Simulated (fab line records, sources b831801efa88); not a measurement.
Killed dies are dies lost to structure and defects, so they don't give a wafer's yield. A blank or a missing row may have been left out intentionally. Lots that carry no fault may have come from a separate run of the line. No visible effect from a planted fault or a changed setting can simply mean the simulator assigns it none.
Comparing a struck lot with a sound one + flow sky130 + 18 out of 708 route steps
Sound: the wafers L257.1, L257.5, L257.6. Wafers struck: L277.1, L277.3, L277.6. Last of all comes the cause.
For every step that has rows: the tool of each side, followed by ch and its chambers, followed by its first start. Under that, the readings that differ: sound wafers + struck wafers + difference of the means + sigmas: that difference in standard deviations of wafers without a fault.
alike: a reading whose means differ by less than 2 such deviations, as well as words and numbers matching on both sides. not compared: withheld readings; readings where some wafer has no value; bounds like >300 that might hide an equal value; numbers whose values overlap and for which the record gives no deviation.
A row with sigmas, a row that says differs or no value, or rows on one side alone: a step with any of these is where the two part. When numbers do not overlap yet have no deviation, they are printed without sigmas and do not part them. A reading missing from all wafers of one side parts the sides only when that side holds two or more wafers.

first, 3 steps without rows for these wafers: SKY_LI_CONTACT_EXPOSE_09 (exposes mask LICM1, target cd 170 nm); SKY_LI_CONTACT_PEB_10; SKY_LI_CONTACT_DEVELOP_11 (develop time 60 s).
SKY_LI_CONTACT_CD_MEAS_12: target cd 170 nm.
  sound: cd sem-02 at day 30 14:10; struck: cd sem-02 at day 36 10:40
  alike: cd nm
SKY_LI_CONTACT_OVL_MEAS_13:
  sound: overlay-01 at day 30 14:17; struck: overlay-01 at day 36 10:47
  alike: LI_CONTACT_OVL
SKY_LI_CONTACT_ETCH_14: etches BARC in N2/H2, stops on SiO2, time 45.9 s, target depth 60 nm.
  sound on rie diel-02 ch 0,3, day 30 14:20; struck on rie diel-02 ch 1,2, day 36 10:50
  alike: drypump motor current A, oes product au, throttle valve pct
  not compared: rf hours counter h
SKY_LI_CONTACT_ETCH_15: etches PSG in C4F8/O2/Ar, stops on Si, target depth 600 nm.
  sound on rie diel-02 ch 0,3, day 30 14:22; struck on rie diel-02 ch 1,2, day 36 10:52
  alike: oes product au
SKY_LI_CONTACT_STRIP_16: strips in O2/N2.
  sound on plasma asher-04 ch 0,1, day 30 14:28; struck on plasma asher-04 ch 0,1, day 36 10:58
  alike: drypump motor current A, oes product au, strip time to endpoint s
  not compared: rf hours counter h
then, 2 steps without rows for these wafers: SKY_LI_CONTACT_CLEAN_17 (cleans in NMP, time 600 s); SKY_LI_CONTACT_PRE_CLEAN_18 (time 5.6 s).
SKY_LI_CONTACT_SPUTTER_19: material Ti, target thk 20 nm, time 106.37 s.
  sound: pvd sputter-04 at day 30 14:45; struck: pvd sputter-02 at day 36 11:15
  alike: cathode dc power W, throttle valve pct
SKY_LI_CONTACT_SPUTTER_20: material TiN, target thk 20 nm, time 80 s.
  sound: pvd sputter-04 at day 30 14:50; struck: pvd sputter-02 at day 36 11:20
  alike: cathode dc power W, throttle valve pct
SKY_LI_CONTACT_CVD_21: deposits W, target thk 400 nm, time 120.56 s.
  sound on cvd w-02 ch 0,1, day 30 14:53; struck on cvd w-02 ch 0,1, day 36 11:23
| reading                                  | sound                | struck               | difference | sigmas |
|------------------------------------------|----------------------|----------------------|------------|--------|
| susceptor temp C (C)                     | 400.11 399.65 400.28 | 382.48 382.47 382.97 | -17.37     | -76    |
| model.W_of_LI_CONTACT_CVD_21.thk nm (nm) | 400.2 391 398.2      | 291.7 281.4 290.1    | -108.7     |        |
  alike: heater power w
SKY_LI_CONTACT_RS_MEAS_22: measurement is done with a four-point probe.
  sound: film metro-02 at day 30 15:01; struck: film metro-02 at day 36 11:31
| reading                  | sound             | struck            | difference | sigmas |
|--------------------------|-------------------|-------------------|------------|--------|
| LI_CONTACT_W_RS (ohm/sq) | 0.284 0.291 0.285 | 0.389 0.405 0.393 | +0.109     | +34    |
SKY_LI_CONTACT_THK_MEAS_23: measures by xrf.
  sound: film metro-02 at day 30 15:08; struck: film metro-02 at day 36 11:38
| reading               | sound       | struck      | difference | sigmas |
|-----------------------|-------------|-------------|------------|--------|
| LI_CONTACT_W_THK (nm) | 413 404 412 | 299 287 295 | -116       | -14    |
SKY_LI_CONTACT_CMP_24: polishes, stops on PSG, t overpolish 20 s, target thk 0 nm.
  sound on cmp-02 ch 1,2,3, day 30 15:17; struck on cmp-02 ch 0,1,2, day 36 11:47
| reading                | sound    | struck   | difference | sigmas |
|------------------------|----------|----------|------------|--------|
| time to endpoint s (s) | 95 95 99 | 75 69 70 | -25        | -7     |
  alike: motor current A
then, 2 steps without rows for these wafers: SKY_LOCAL_INTERCONNECT_SPUTTER_00 (material TiN, target thk 100 nm, time 83.3 s); SKY_PAD_OPEN_PROBE_99.

WHERE THEY PART
At SKY_LI_CONTACT_CVD_21 first; at SKY_LI_CONTACT_CMP_24 last (within this record only).

WHY: whatever the simulator had introduced
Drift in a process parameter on cvd w-02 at SKY_LI_CONTACT_CVD_21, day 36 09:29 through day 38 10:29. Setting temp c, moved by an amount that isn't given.
